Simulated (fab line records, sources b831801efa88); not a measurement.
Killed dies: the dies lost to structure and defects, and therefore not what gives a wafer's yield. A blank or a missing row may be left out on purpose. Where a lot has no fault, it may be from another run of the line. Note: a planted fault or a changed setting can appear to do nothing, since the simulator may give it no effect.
Matching of chambers -- flow sky130 -- 4 sister chambers for SKY_VIA1_ETCH_14 on rie diel-03
The step etches BARC in N2/H2, stops on SiO2, time 45.9 s, target depth 60 nm. 7 wafers are shown with their chamber, then 7 later ones without.

EACH WAFER AND ITS CHAMBER
wafer,chamber,drypump motor current A (A),throttle valve pct (%)
L369.6,1,6.1,13.232
L380.2,0,5.7,13.214
L383.1,2,5.7,13.228
L383.2,3,5.2,13.216
L383.6,2,5.7,13.225
L386.2,0,5.7,13.213
L386.4,3,5.3,13.232

WAFERS MISSING THEIR CHAMBER
wafer,drypump motor current A (A),throttle valve pct (%)
L386.5,6.2,13.230
L388.3,5.7,13.213
L388.5,5.7,13.211
L388.6,6.1,13.230
L389.1,5.7,13.220
L389.4,5.7,13.230
L389.6,5.7,13.222

CHAMBER TAKEN BY EACH
wafer,from the rows above,in truth
L386.5,1,1
L388.3,can't be placed: 0 or 2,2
L388.5,can't be placed: 0 or 2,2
L388.6,1,1
L389.1,can't be placed: 2 or 0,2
L389.4,can't be placed: 2 or 0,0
L389.6,can't be placed: 2 or 0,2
Correct placement for 2 of the 7. Not placeable from these rows: 5 (in 5, the candidates include the true chamber). Wrongly placed: 0.
How it was worked out, from the rows above alone: a wafer's distance from a chamber is the root of the sum, over the readings, of the square of ((its reading less the chamber's mean) divided by the reading's scatter). The wafer belongs to the nearest chamber; if the next one is less than 2 further off, it can't be placed. For every chamber, the mean is computed from those of its wafers that are shown. How the scatter is found: for the shown wafers, subtract from each reading the mean of its chamber, square and add these, divide the total by (wafers less chambers), then take the root.
